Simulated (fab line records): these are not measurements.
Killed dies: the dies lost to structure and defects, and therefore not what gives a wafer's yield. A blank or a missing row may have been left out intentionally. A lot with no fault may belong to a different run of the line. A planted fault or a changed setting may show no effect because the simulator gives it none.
8D (eight disciplines) problem report, filled in by code + flow gf180mcu + the parts of the form that need people (team, actions taken, sign-off) are left out

1. THE PROBLEM
NWELL_OVL at GF_NWELL_OVL_MEAS_07 reads a mean of -93.3 nm on 6 wafers of 2 lots; wafers without a fault read -0.9 nm with a standard deviation of 1.3. Relative to the usual mean, that is a shift of -71 standard deviations.
First observed at day 7 16:46: wafer L608.1, on overlay-02. Wafers with a number at this step in the record: 39, from 13 lots. The rule behind "out" and "out of limits": a value lying over 4 standard deviations away from the usual mean. The other wafers with a number count as sound.

2. WHAT IT IS, WHAT IT ISN'T
| question                    | is                     | is not                                                              |
|-----------------------------|------------------------|---------------------------------------------------------------------|
| which readings at this step | NWELL_OVL              | -                                                                   |
| which lots                  | L608, L609             | L589, L591, L592, L593, L594, L596, L597, L601, L602, L604, L612    |
| which wafers of those lots  | all that have a number | -                                                                   |
| read on which gauges        | overlay-02             | overlay-01                                                          |
| when                        | from day 7 16:46       | up to then (30 sound wafers); but 3 sound wafers of L612 came after |

3. THE SUSPECTS, EACH WITH WHAT RULES IT OUT
Counting: any tool at a process step up to the reading is kept as a suspect provided that every lot that is out went through it and no sound lot did after the first of them.
- the gauge at GF_NWELL_OVL_MEAS_07: kept. All the wafers that are out were read on overlay-02, and no step on other tools shows them out.
- ilineStepper-02 at GF_NWELL_EXPOSE_04 (exposes mask Nwell, target cd 860 nm): kept. It ran every lot that is out, first L608 (day 7 09:19), and no sound lot after that; its last sound lot up to then is L602 (day 5 21:55).
The count leaves overlay-02 at GF_NWELL_OVL_MEAS_07 and ilineStepper-02 at GF_NWELL_EXPOSE_04.

4. THE CAUSE (what the simulator had put in)
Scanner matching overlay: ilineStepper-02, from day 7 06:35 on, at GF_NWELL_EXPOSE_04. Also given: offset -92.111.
Counting leaves 2 suspects; this tool is one of them.

5. SEQUENCE OF EFFECTS, ordered by route
Rows list readings where the struck wafers' mean (over those with a number) sits beyond 3 standard deviations from the usual. Only readings for which the record gives a usual standard deviation are gone through. hours: the time from each lot's start at the first step in this table that gives one to its start at this step, as a median over the lots. sigmas: the change in usual standard deviations.
| hours | step                 | reading   | usual   | on struck wafers | change | sigmas |
|-------|----------------------|-----------|---------|------------------|--------|--------|
| 0     | GF_NWELL_OVL_MEAS_07 | NWELL_OVL | -0.9 nm | -93.3            | -92.4  | -71    |
Later measuring or inspecting steps at which every struck wafer that the step has a row for has a number for every such reading, and none has moved that far: GF_V4_RS_MEAS_24.

6. WHAT WOULD HAVE CAUGHT IT SOONER
10 hours passed between the start of the fault at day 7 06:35 and the first reading out of limits at a measuring or inspecting step in this record, taken at day 7 16:46.
No tool reading at GF_NWELL_EXPOSE_04 that has a usual standard deviation in the record was out on any struck wafer, so an alarm limit of 4 standard deviations on those readings would not have fired.
Each of the lots that are out, 2 in all, had begun GF_NWELL_EXPOSE_04 on ilineStepper-02 no later than day 7 16:46. Had the tool been put on hold then, not one of them would have been saved.
